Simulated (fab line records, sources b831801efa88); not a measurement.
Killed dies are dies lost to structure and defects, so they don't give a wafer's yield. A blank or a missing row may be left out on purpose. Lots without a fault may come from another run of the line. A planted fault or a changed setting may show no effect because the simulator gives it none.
Problem report in the 8D (eight disciplines) form, filled by code | flow gf180mcu | the parts of the form that need people (team, actions taken, sign-off) are left out

1. THE PROBLEM
NWELL_TW at GF_NWELL_TW_MEAS_11 reads a mean of 1759 on 6 wafers of 2 lots; wafers without a fault read 1570 with a standard deviation of 12. That is +16 standard deviations from the usual mean.
First seen on wafer L427.1, day 7 15:15, on film_metro-03. The record holds 36 wafers of 12 lots with a number at this step. Rule for "out", or "out of limits": more than 4 standard deviations from the usual mean. The other wafers with a number count as sound.

2. WHAT IT IS AND WHAT IT IS NOT
question                    | is                           | is not
which readings at this step | NWELL_TW                     | -
which lots                  | L427, L429                   | L409, L411, L412, L414, L415, L418, L420, L424, L425, L430
which wafers of those lots  | all that have a number       | -
read on which gauges        | film_metro-03, film_metro-04 | film_metro-02
when                        | from day 7 15:15             | up to then (27 sound wafers); but 3 sound wafers of L430 came after

3. SUSPECTS, AND WHAT RULES EACH OUT
Counting: a tool at a process step up to the reading stays a suspect if it ran every lot that is out and no sound lot after the first of them.
- the gauge at GF_NWELL_TW_MEAS_11: ruled out. The wafers that are out were read on 2 gauges (film_metro-03, film_metro-04).
- implanter-04 at GF_NWELL_IMPLANT_08: kept. It ran every lot that is out, first L427 (day 7 14:51), and no sound lot after that; its last sound lot up to then is L425 (day 7 04:41). Its own readings are out on those wafers: dose_ions_cm2, faraday_current_uA.
Left after counting: implanter-04 at GF_NWELL_IMPLANT_08.

4. THE CAUSE (what the simulator had put in)
Process parameter drift: implanter-04, from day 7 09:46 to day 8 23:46, at GF_NWELL_IMPLANT_08. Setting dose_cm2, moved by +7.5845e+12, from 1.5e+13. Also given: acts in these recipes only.
Counting left only this tool.

5. THE CHAIN OF EFFECTS, in route order
Each row: a reading whose mean over the struck wafers that have a number lies more than 3 standard deviations from the usual. Only readings for which the record gives a usual standard deviation are gone through. hours: the time from each lot's start at the first step in this table that gives one to its start at this step, as a median over the lots. sigmas: the change in usual standard deviations.
hours | step                     | reading            | usual        | on struck wafers | change      | sigmas
0     | GF_NWELL_IMPLANT_08      | dose_ions_cm2      | 1.4998e+13   | 2.2582e+13       | +7.5835e+12 | +99 or more
0     | GF_NWELL_IMPLANT_08      | faraday_current_uA | 84.6         | 128.7            | +44.1       | +26
0     | GF_NWELL_TW_MEAS_11      | NWELL_TW           | 1570         | 1759             | +189        | +16
127   | GF_VT_IMPLANT_RS_MEAS_47 | NWELL_RS           | 487.6 ohm/sq | 395.0            | -92.6       | -77
The process steps in it:
- GF_NWELL_IMPLANT_08
Later measuring or inspecting steps at which every struck wafer that the step has a row for has a number for every such reading, and none has moved that far: GF_CONTACT_OVL_MEAS_15.

6. WHAT WOULD HAVE CAUGHT IT SOONER
In this record the first reading out of limits at a measuring or inspecting step was taken at day 7 15:15, 5 hours after the fault began at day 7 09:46.
The tool's own readings at GF_NWELL_IMPLANT_08 were out on every struck wafer that the step has a row for (dose_ions_cm2, faraday_current_uA): an alarm limit on them would have fired on the first of those.
Of the lots that are out (2), L429 began GF_NWELL_IMPLANT_08 on implanter-04 after day 7 15:15. A hold on the tool at that time would have spared it.
